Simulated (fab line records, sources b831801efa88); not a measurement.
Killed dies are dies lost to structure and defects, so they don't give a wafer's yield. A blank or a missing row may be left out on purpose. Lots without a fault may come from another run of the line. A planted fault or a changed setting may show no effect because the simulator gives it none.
Problem report in the 8D (eight disciplines) form, filled by code | flow sky130 | the parts of the form that need people (team, actions taken, sign-off) are left out

1. THE PROBLEM
rf_fwd_power_W at SKY_SONOS_ONO_ETCH_15 reads a mean of 493 W on 6 wafers of 2 lots; wafers without a fault read 588 W with a standard deviation of 3.4. That is -28 standard deviations from the usual mean.
The step: etches the open film in CHF3/O2, target depth 19.52 nm, time 7.8 s.
First seen on wafer L406.1, day 15 14:50, on rie_diel-03. The record holds 18 wafers of 6 lots with a number at this step. Rule for "out", or "out of limits": more than 4 standard deviations from the usual mean. The other wafers with a number count as sound.

2. WHAT IT IS AND WHAT IT IS NOT
question                    | is                     | is not
which readings at this step | rf_fwd_power_W         | drypump_motor_current_A, throttle_valve_pct
which lots                  | L406, L409             | L403, L407, L411, L420
which wafers of those lots  | all that have a number | -
read on which tools         | rie_diel-03            | rie_diel-02, rie_diel-04
when                        | from day 15 14:50      | up to then (3 sound wafers); but 9 sound wafers of L407, L411, L420 came after

3. SUSPECTS, AND WHAT RULES EACH OUT
Counting: a tool at a process step up to the reading stays a suspect if it ran every lot that is out and no sound lot after the first of them.
- rie_diel-03 at SKY_SONOS_ONO_ETCH_15 (etches the open film in CHF3/O2, target depth 19.52 nm, time 7.8 s): ruled out as a lasting fault. Sound lots L420 ran on it after its first lot that is out, L406 (day 15 14:50).
Left after counting: nothing in the record.

4. THE CAUSE (what the simulator had put in)
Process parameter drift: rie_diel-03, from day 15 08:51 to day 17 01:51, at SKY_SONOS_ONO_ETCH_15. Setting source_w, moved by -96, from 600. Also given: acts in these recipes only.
Counting ruled it out, wrongly.

5. THE CHAIN OF EFFECTS, in route order
Each row: a reading whose mean over the struck wafers that have a number lies more than 3 standard deviations from the usual. Only readings for which the record gives a usual standard deviation are gone through. hours: the time from each lot's start at the first step in this table that gives one to its start at this step, as a median over the lots. sigmas: the change in usual standard deviations.
hours | step                  | reading        | usual      | on struck wafers | change | sigmas
0     | SKY_SONOS_ONO_ETCH_15 | oes_product_au | 1.000 a.u. | 0.958            | -0.042 | -3.9
0     | SKY_SONOS_ONO_ETCH_15 | rf_fwd_power_W | 588 W      | 493              | -95    | -28
The process steps in it:
- SKY_SONOS_ONO_ETCH_15: etches the open film in CHF3/O2, target depth 19.52 nm, time 7.8 s.

6. WHAT WOULD HAVE CAUGHT IT SOONER
In this record the first reading out of limits was taken at day 15 14:50, 6 hours after the fault began at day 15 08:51.
